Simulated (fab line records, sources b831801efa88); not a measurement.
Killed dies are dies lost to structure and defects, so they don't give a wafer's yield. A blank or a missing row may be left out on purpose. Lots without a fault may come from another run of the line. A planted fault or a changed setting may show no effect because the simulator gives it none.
A struck lot beside a sound one | flow sky130 | 15 steps out of a route of 708
Sound: wafers L235.1, L235.2, L235.5. Struck: wafers L230.2, L230.4, L230.5. The cause comes at the end.
At each step with rows: each side's tool, then ch and its chambers, then its first start. Under that, the readings that differ: sound wafers | struck wafers | difference of the means | sigmas: that difference in standard deviations of wafers without a fault.
alike: readings whose means differ by less than 2 such deviations, and words and numbers that are the same on both sides. not compared: withheld readings, readings that some wafer has no value for, bounds like >300 that may hide the same value, and numbers for which the record gives no deviation and whose values overlap.
The two part at a step that has a row with sigmas, a row that says differs or no value, or rows on one side only. Numbers that don't overlap but have no deviation are shown without sigmas and don't part them. A reading that every wafer of one side lacks parts them only if that side has two wafers or more.

first, 5 steps without rows for these wafers: SKY_LI_CONTACT_COAT_07 (resist thk 450 nm); SKY_LI_CONTACT_SOFTBAKE_08 (time 90 s); SKY_LI_CONTACT_EXPOSE_09 (exposes mask LICM1, target cd 170 nm); SKY_LI_CONTACT_PEB_10; SKY_LI_CONTACT_DEVELOP_11 (develop time 60 s).
SKY_LI_CONTACT_CD_MEAS_12: target cd 170 nm.
  sound on cd_sem-02, day 35 21:04; struck on cd_sem-02, day 34 19:16
  alike: cd_nm
SKY_LI_CONTACT_OVL_MEAS_13:
  sound on overlay-01, day 35 21:11; struck on overlay-02, day 34 19:22
  alike: LI_CONTACT_OVL
SKY_LI_CONTACT_ETCH_14: etches BARC in N2/H2, stops on SiO2, time 45.9 s, target depth 60 nm.
  sound on rie_diel-02 ch 2,3, day 35 21:13; struck on rie_diel-04 ch 0,3, day 34 19:24
  reading                     | sound       | struck      | difference | sigmas
  drypump_motor_current_A (A) | 6.1 5.9 5.8 | 5.0 5.4 5.0 | -0.8       | -2
  alike: oes_product_au, throttle_valve_pct
  not compared: rf_hours_counter_h
SKY_LI_CONTACT_ETCH_15: etches PSG in C4F8/O2/Ar, stops on Si, target depth 600 nm.
  sound on rie_diel-02 ch 2,3, day 35 21:16; struck on rie_diel-04 ch 0,3, day 34 19:26
  alike: oes_product_au
SKY_LI_CONTACT_STRIP_16: strips in O2/N2.
  sound on plasma_asher-04 ch 0,1, day 35 21:21; struck on plasma_asher-04 ch 0, day 34 19:32
  alike: drypump_motor_current_A, oes_product_au, strip_time_to_endpoint_s
  not compared: rf_hours_counter_h
then, 2 steps without rows for these wafers: SKY_LI_CONTACT_CLEAN_17 (cleans in NMP, time 600 s); SKY_LI_CONTACT_PRE_CLEAN_18 (time 5.6 s).
-- the record jumps here: 5 days lie between the struck wafers' starts before and after --
SKY_LI_CONTACT_SPUTTER_19: material Ti, target thk 20 nm, time 106.37 s.
  sound on pvd_sputter-02, day 35 21:39; struck on pvd_sputter-04, day 39 19:50
  alike: throttle_valve_pct
SKY_LI_CONTACT_SPUTTER_20: material TiN, target thk 20 nm, time 80 s.
  sound on pvd_sputter-02, day 35 21:43; struck on pvd_sputter-04, day 39 19:55
  alike: throttle_valve_pct
-- the record jumps here: 15 days lie between the struck wafers' starts before and after (it left off in module LI_CONTACT and takes up again in module PAD_OPEN, whose first step shown is number 708 of the route) --
SKY_PAD_OPEN_PROBE_99:
  sound on prober-02, day 50 14:43; struck on prober-01, day 55 00:41
  reading                        | sound             | struck            | difference | sigmas
  killed_at_other                | 0 0 0             | 2 1 1             | +1         | +2
  model.etest.licon_ndiff.rc_ohm | 185.4 182.6 182.7 | 215.2 201.3 200.8 | +22.2      |
  model.etest.licon_poly.rc_ohm  | 157.3 154.6 152.8 | 162.6 162.5 168.6 | +9.7       |
  alike: killed_at_M0_to_M3, killed_at_M4_up, killed_at_contacts, killed_at_front_end, killed_dies, killed_open, killed_short
  not compared: model.etest.sonos_uncharged.r_on_ohm_um

WHERE THEY PART
First at SKY_LI_CONTACT_ETCH_14; last, within this record, at SKY_PAD_OPEN_PROBE_99.

WHY: what the simulator had put in
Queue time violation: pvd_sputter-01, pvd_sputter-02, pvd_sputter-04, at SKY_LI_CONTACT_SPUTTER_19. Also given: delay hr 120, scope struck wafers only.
